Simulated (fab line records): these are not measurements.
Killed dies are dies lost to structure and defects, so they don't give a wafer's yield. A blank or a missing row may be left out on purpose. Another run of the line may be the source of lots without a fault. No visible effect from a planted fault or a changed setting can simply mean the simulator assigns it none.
fab line records ; flow sky130
record: lots: 14; wafers: 42; lastDay: 50
route steps=708 shown VIA3@588 METAL4@599
lots with no fault: from the same line, run without faults
startH: hours from the record's first day to the start of the lot's first wafer shown ; waitH: how many hours have passed since the lot's step before this one ; " as in the row above ; L1.1+2: several wafers, shown together as one row ; - value missing, or start not given ; * or withheld: withheld ; < > ~ a bound
route shown NAME@n: a module of which the file shows steps, and the number in the route of the first ; usual: mean/standard deviation of fault-free wafers ; same: alike in all rows ; chamber/n: place in a boat ; sites: readings site by site ; _std_site: the standard deviation of these ; _edge_site: the outer-site mean with the inner-site mean subtracted ; radiusMm: how far each site lies from the wafer's centre ; mask NAME#n: copy n ; behind: the tool/chamber that last shaped the wafer ; hold: cause of the lot's hold/its duration in hours/its outcome ; device: which transistor (n, p or np) failed to switch ; end of line: tests of these same wafers at the route's end ; where a step has no rows: the recipe by itself ; killed: not the wafer's yield, but the dies lost to structure and defects at the first sort ; map: per-die view of a wafer (x killed, . not killed, _ where there is no die)
set.NAME: setting as actually run; set.NAME@STEP: the setting as run at that earlier step ; model.NAME: the simulator's own value behind a step, which no gauge read
a sample of lots followed through the steps of the route, with each step as a table and each wafer as a row
services: when a tool's chamber went out of use (startH, in hours from the record's first day, below 0 if earlier), for how many hours, and the reason
== steps ==
step: SKY_VIA3_ETCH_15
recipe: target: SiO2; chemistry: C4F8/O2/Ar; targetDepthNm: 507; stopOn: TiN; maskMaterial: KrF-thick; sourceW: 1500; biasW: 1200; pressureMtorr: 40; c4f8FlowSccm: withheld; O2_flow_sccm: 6; Ar_flow_sccm: 300; timeS: 78
usual: oesProductAu: 0.947/0.0046
lot.wafer;tool;chamber;startH;waitH;oesProductAu;rfHoursCounterH
L866.1;rieDiel-01;2;950.47;0.0;0.951;20
L866.3;rieDiel-01;3;950.47;0.0;0.946;5
L866.5;rieDiel-01;0;950.47;0.0;0.955;-
L868.2;rieDiel-01;2;958.43;0.0;0.948;20
L868.3;rieDiel-01;1;958.43;0.0;0.951;16
L868.4;rieDiel-01;0;958.43;0.0;0.948;2
L867.2;rieDiel-01;3;962.96;0.0;0.946;6
L867.3;rieDiel-01;0;962.96;0.0;0.947;2
L867.5;rieDiel-01;2;962.96;0.0;0.953;-
L870.4;rieDiel-03;3;981.11;0.0;0.944;24
L870.5;rieDiel-03;0;981.11;0.0;0.949;-
L870.6;rieDiel-03;3;981.11;0.0;0.950;-
L872.2;rieDiel-04;3;989.33;0.0;0.946;20
L872.4;rieDiel-04;2;989.33;0.0;0.953;12
L872.5;rieDiel-04;0;989.33;0.0;0.947;-
L873.4;rieDiel-01;1;990.81;0.0;0.951;16
L873.5;rieDiel-01;0;990.81;0.0;0.952;-
L873.6;rieDiel-01;3;990.81;0.0;0.942;-
L874.3;rieDiel-03;0;1000.81;0.0;0.947;26
L874.4;rieDiel-03;1;1000.81;0.0;0.947;20
L874.6;rieDiel-03;2;1000.81;0.0;0.945;-
L879.2;rieDiel-04;0;1031.63;0.0;0.950;13
L879.3;rieDiel-04;3;1031.63;0.0;0.938;21
L879.5;rieDiel-04;2;1031.63;0.0;0.951;-
L880.3;rieDiel-01;2;1034.57;0.0;0.951;22
L880.4;rieDiel-01;0;1034.57;0.0;0.949;5
L880.5;rieDiel-01;2;1034.57;0.0;0.950;-
L883.1;rieDiel-04;3;1059.86;0.0;0.944;22
L883.3;rieDiel-04;2;1059.86;0.0;0.943;14
L883.4;rieDiel-04;1;1059.86;0.0;0.941;9
L884.1;rieDiel-03;0;1060.21;0.0;0.942;29
L884.2;rieDiel-03;1;1060.21;0.0;0.941;22
L884.4;rieDiel-03;3;1060.21;0.0;0.955;27
L885.1;rieDiel-01;1;1068.48;0.0;0.948;18
L885.5;rieDiel-01;0;1068.48;0.0;0.954;-
L885.6;rieDiel-01;1;1068.48;0.0;0.943;-
L886.3;rieDiel-04;3;1070.78;0.0;0.940;22
L886.5;rieDiel-04;0;1070.78;0.0;0.954;-
L886.6;rieDiel-04;3;1070.78;0.0;0.949;-
L887.2;rieDiel-03;2;1079.12;0.0;0.953;12
L887.4;rieDiel-03;3;1079.12;0.0;0.948;28
L887.5;rieDiel-03;3;1079.12;0.0;0.942;-
step: SKY_VIA3_THK_MEAS_23
recipe: thkMeasGauge: xrf; reads: W_of_VIA3_CVD_21
usual: VIA3_W_THK: 384/8.3
lot.wafer;tool;chamber;startH;waitH;VIA3_W_THK[nm]
L866.1;filmMetro-03;-;951.42;0.1;381
L866.3;filmMetro-03;-;951.42;0.1;378
L866.5;filmMetro-03;-;951.42;0.1;382
L868.2;filmMetro-02;-;959.50;0.1;388
L868.3;filmMetro-02;-;959.50;0.1;387
L868.4;filmMetro-02;-;959.50;0.1;375
L867.2;filmMetro-03;-;964.03;0.1;392
L867.3;filmMetro-03;-;964.03;0.1;386
L867.5;filmMetro-03;-;964.03;0.1;385
L870.4;filmMetro-03;-;982.13;0.1;387
L870.5;filmMetro-03;-;982.13;0.1;385
L870.6;filmMetro-03;-;982.13;0.1;389
L872.2;filmMetro-02;-;990.30;0.1;380
L872.4;filmMetro-02;-;990.30;0.1;382
L872.5;filmMetro-02;-;990.30;0.1;393
L873.4;filmMetro-02;-;992.13;0.1;383
L873.5;filmMetro-02;-;992.13;0.1;390
L873.6;filmMetro-02;-;992.13;0.1;380
L874.3;filmMetro-02;-;1001.91;0.1;381
L874.4;filmMetro-02;-;1001.91;0.1;376
L874.6;filmMetro-02;-;1001.91;0.1;376
L879.2;filmMetro-01;-;1032.95;0.1;373
L879.3;filmMetro-01;-;1032.95;0.1;366
L879.5;filmMetro-01;-;1032.95;0.1;378
L880.3;filmMetro-01;-;1035.90;0.1;382
L880.4;filmMetro-01;-;1035.90;0.1;372
L880.5;filmMetro-01;-;1035.90;0.1;385
L883.1;filmMetro-03;-;1060.81;0.1;400
L883.3;filmMetro-03;-;1060.81;0.1;387
L883.4;filmMetro-03;-;1060.81;0.1;394
L884.1;filmMetro-03;-;1061.16;0.1;378
L884.2;filmMetro-03;-;1061.16;0.1;394
L884.4;filmMetro-03;-;1061.16;0.1;378
L885.1;filmMetro-02;-;1069.44;0.1;384
L885.5;filmMetro-02;-;1069.44;0.1;383
L885.6;filmMetro-02;-;1069.44;0.1;400
L886.3;filmMetro-03;-;1071.76;0.1;376
L886.5;filmMetro-03;-;1071.76;0.1;377
L886.6;filmMetro-03;-;1071.76;0.1;380
L887.2;filmMetro-03;-;1080.69;0.1;394
L887.4;filmMetro-03;-;1080.69;0.1;393
L887.5;filmMetro-03;-;1080.69;0.1;393
step: SKY_METAL4_SPUTTER_01
recipe: material: TiN; targetThkNm: 20; powerW: 6500; timeS: 16.7; chamberPressurePa: 0.4
usual: throttleValvePct: 30.3/1.3
lot.wafer;tool;chamber;startH;waitH;throttleValvePct
L866.1;pvdSputter-04;-;951.81;0.0;28.7
L866.3;pvdSputter-04;-;951.81;0.0;29.2
L866.5;pvdSputter-04;-;951.81;0.0;31.4
L868.2;pvdSputter-04;-;959.87;0.0;28.7
L868.3;pvdSputter-04;-;959.87;0.0;29.3
L868.4;pvdSputter-04;-;959.87;0.0;31.5
L867.2;pvdSputter-04;-;964.40;0.0;31.5
L867.3;pvdSputter-04;-;964.40;0.0;31.1
L867.5;pvdSputter-04;-;964.40;0.0;31.5
L870.4;pvdSputter-04;-;982.49;0.0;28.3
L870.5;pvdSputter-04;-;982.49;0.0;31.9
L870.6;pvdSputter-04;-;982.49;0.0;31.1
L872.2;pvdSputter-01;-;990.67;0.0;31.3
L872.4;pvdSputter-01;-;990.67;0.0;32.1
L872.5;pvdSputter-01;-;990.67;0.0;28.5
L873.4;pvdSputter-02;-;992.49;0.0;30.8
L873.5;pvdSputter-02;-;992.49;0.0;31.8
L873.6;pvdSputter-02;-;992.49;0.0;30.9
L874.3;pvdSputter-01;-;1002.27;0.0;31.4
L874.4;pvdSputter-01;-;1002.27;0.0;32.2
L874.6;pvdSputter-01;-;1002.27;0.0;31.9
L879.2;pvdSputter-01;-;1033.67;0.0;31.6
L879.3;pvdSputter-01;-;1033.67;0.0;32.1
L879.5;pvdSputter-01;-;1033.67;0.0;28.3
L880.3;pvdSputter-01;-;1036.48;0.0;30.5
L880.4;pvdSputter-01;-;1036.48;0.0;32.0
L880.5;pvdSputter-01;-;1036.48;0.0;30.6
L883.1;pvdSputter-02;-;1061.25;0.0;32.2
L883.3;pvdSputter-02;-;1061.25;0.0;29.5
L883.4;pvdSputter-02;-;1061.25;0.0;31.0
L884.1;pvdSputter-04;-;1061.60;0.0;28.1
L884.2;pvdSputter-04;-;1061.60;0.0;29.3
L884.4;pvdSputter-04;-;1061.60;0.0;31.7
L885.1;pvdSputter-02;-;1069.82;0.0;29.6
L885.5;pvdSputter-02;-;1069.82;0.0;29.4
L885.6;pvdSputter-02;-;1069.82;0.0;29.6
L886.3;pvdSputter-04;-;1072.12;0.0;31.0
L886.5;pvdSputter-04;-;1072.12;0.0;29.6
L886.6;pvdSputter-04;-;1072.12;0.0;31.2
L887.2;pvdSputter-04;-;1081.06;0.0;31.6
L887.4;pvdSputter-04;-;1081.06;0.0;28.5
L887.5;pvdSputter-04;-;1081.06;0.0;31.2
step: SKY_METAL4_EXPOSE_10
recipe: maskId: MM4; na: 0.68; sourceShape: annular; sigmaInner: 0.4; sigmaOuter: 0.8; targetCdNm: 300; doseMj: 28
usual: exposureDoseMJCm2: 27.975/0.024; focusOffsetNm: -0.1/0.63; reticleTempC: 23.00/0.099; sigmaInner: 0.4/0; stageVelMmS: 500.05/0.29
lot.wafer;tool;chamber;startH;waitH;mask;exposureDoseMJCm2;focusOffsetNm;reticleTempC;sigmaInner;stageVelMmS
L866.1;krfScanner-02;0;988.79;-;MM4#0;28.019;0.5;22.94;0.4;499.94
L866.3;krfScanner-02;0;988.79;-;MM4#0;27.978;0.5;22.82;0.4;499.85
L866.5;krfScanner-02;0;988.79;-;MM4#0;27.947;0.5;22.94;0.4;499.82
L868.2;krfScanner-02;0;996.89;-;MM4#0;27.987;-0.5;22.97;0.4;500.29
L868.3;krfScanner-02;0;996.89;-;MM4#0;28.000;-0.4;22.97;0.4;500.08
L868.4;krfScanner-02;0;996.89;-;MM4#0;27.978;-0.2;22.81;0.4;500.10
L867.2;krfScanner-02;0;1001.12;-;MM4#0;28.020;-0.7;22.92;0.4;500.12
L867.3;krfScanner-02;0;1001.12;-;MM4#0;27.983;0.4;22.90;0.4;500.60
L867.5;krfScanner-02;0;1001.12;-;MM4#0;28.018;0.4;22.87;0.4;500.16
L870.4;krfScanner-01;0;1018.55;-;MM4#0;28.020;-0.5;23.01;0.4;499.82
L870.5;krfScanner-01;0;1018.55;-;MM4#0;27.970;-0.2;22.95;0.4;499.54
L870.6;krfScanner-01;0;1018.55;-;MM4#0;28.004;1.1;22.85;0.4;499.66
L872.2;krfScanner-02;0;1025.84;-;MM4#0;28.004;-0.3;23.12;0.4;499.82
L872.4;krfScanner-02;0;1025.84;-;MM4#0;27.956;-0.8;23.05;0.4;500.03
L872.5;krfScanner-02;0;1025.84;-;MM4#0;27.971;-0.6;23.00;0.4;499.83
L873.4;krfScanner-02;-;1028.28;-;MM4#0;-;-;-;-;-
L873.5;krfScanner-02;-;1028.28;-;MM4#0;-;-;-;-;-
L873.6;krfScanner-02;-;1028.28;-;MM4#0;-;-;-;-;-
L874.3;krfScanner-01;-;1037.00;-;MM4#0;-;-;-;-;-
L874.4;krfScanner-01;-;1037.00;-;MM4#0;-;-;-;-;-
L874.6;krfScanner-01;-;1037.00;-;MM4#0;-;-;-;-;-
L879.2;krfScanner-01;0;1067.91;-;MM4#0;27.990;-1.3;23.08;0.4;499.73
L879.3;krfScanner-01;0;1067.91;-;MM4#0;27.966;-0.9;23.14;0.4;499.90
L879.5;krfScanner-01;0;1067.91;-;MM4#0;27.941;-0.8;23.08;0.4;499.43
L880.3;krfScanner-02;0;1070.40;-;MM4#0;28.002;0.0;22.96;0.4;500.31
L880.4;krfScanner-02;0;1070.40;-;MM4#0;27.989;1.3;23.03;0.4;500.43
L880.5;krfScanner-02;0;1070.40;-;MM4#0;28.018;-0.1;22.98;0.4;500.42
L883.1;krfScanner-01;0;1094.06;-;MM4#0;27.948;-0.1;23.10;0.4;500.36
L883.3;krfScanner-01;0;1094.06;-;MM4#0;27.937;0.1;22.99;0.4;500.06
L883.4;krfScanner-01;0;1094.06;-;MM4#0;27.966;0.7;23.12;0.4;500.03
L884.1;krfScanner-02;0;1095.21;-;MM4#0;27.933;0.1;23.07;0.4;500.61
L884.2;krfScanner-02;0;1095.21;-;MM4#0;27.985;0.6;23.00;0.4;500.77
L884.4;krfScanner-02;0;1095.21;-;MM4#0;27.977;0.2;23.23;0.4;500.39
L885.1;krfScanner-01;0;1101.92;-;MM4#0;27.937;0.8;23.02;0.4;499.81
L885.5;krfScanner-01;0;1101.92;-;MM4#0;27.957;0.6;23.08;0.4;499.92
L885.6;krfScanner-01;0;1101.92;-;MM4#0;27.955;0.7;23.04;0.4;499.90
L886.3;krfScanner-02;0;1104.50;-;MM4#0;27.956;-0.2;22.83;0.4;500.12
L886.5;krfScanner-02;0;1104.50;-;MM4#0;27.948;0.7;22.98;0.4;500.00
L886.6;krfScanner-02;0;1104.50;-;MM4#0;27.925;-0.2;23.01;0.4;499.87
L887.2;krfScanner-01;0;1112.82;-;MM4#0;27.960;0.4;22.92;0.4;499.89
L887.4;krfScanner-01;0;1112.82;-;MM4#0;27.960;-0.1;22.86;0.4;500.29
L887.5;krfScanner-01;0;1112.82;-;MM4#0;28.009;0.3;23.09;0.4;500.09
== services ==
tool;chamber;startH;hours;kind
krfScanner-02;0;926.90;-;calibration
krfScanner-02;-;930.05;1.0;pm
krfScanner-02;-;932.78;1.3;pm
krfScanner-01;-;938.83;1.5;repair
pvdSputter-02;-;939.99;5.9;repair
krfScanner-02;-;980.60;0.8;pm
krfScanner-01;0;1010.99;-;calibration
pvdSputter-04;-;1018.89;4.5;repair
rieDiel-03;-;1033.62;1.2;repair
pvdSputter-01;-;1048.43;25.2;repair
pvdSputter-01;-;1054.38;3.5;repair
krfScanner-01;-;1055.31;0.8;pm
krfScanner-01;-;1056.06;7.2;pm
krfScanner-01;-;1063.71;1.3;pm
krfScanner-01;-;1071.11;1.0;pm
krfScanner-02;-;1078.98;4.4;pm
krfScanner-02;-;1087.30;3.6;pm
krfScanner-02;0;1094.01;-;calibration
krfScanner-02;-;1099.06;1.0;pm
rieDiel-03;2;1101.04;5.4;repair
krfScanner-02;-;1108.68;1.3;pm
== key ==
firstSign: step: SKY_METAL4_EXPOSE_10; reading: toolRecord; direction: missing
effect none on later readings
metAt SKY_METAL4_EXPOSE_10
struckLots L873,L874
laterRowsLeftOut L873.4,L873.5,L873.6,L874.3,L874.4,L874.6
sortLeftOut L873.4,L873.5,L873.6,L874.3,L874.4,L874.6
notActingAt SKY_VIA3_ETCH_15,SKY_VIA3_THK_MEAS_23,SKY_METAL4_SPUTTER_01
onsetBetween 1025.84 1028.28
fault: kind: skippedStepWhole; tool: krfScanner-01,krfScanner-02; chamber: -; onsetH: 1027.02; steps: SKY_METAL4_EXPOSE_10; scope: struckLotsOnly
sortLeftOut: the simulated sort isn't trusted on such a fault, so these wafers' sort isn't shown, and their yield isn't known
laterRowsLeftOut: the simulator's readings of these wafers behind a module that went badly wrong aren't trusted and aren't shown, but for the sort
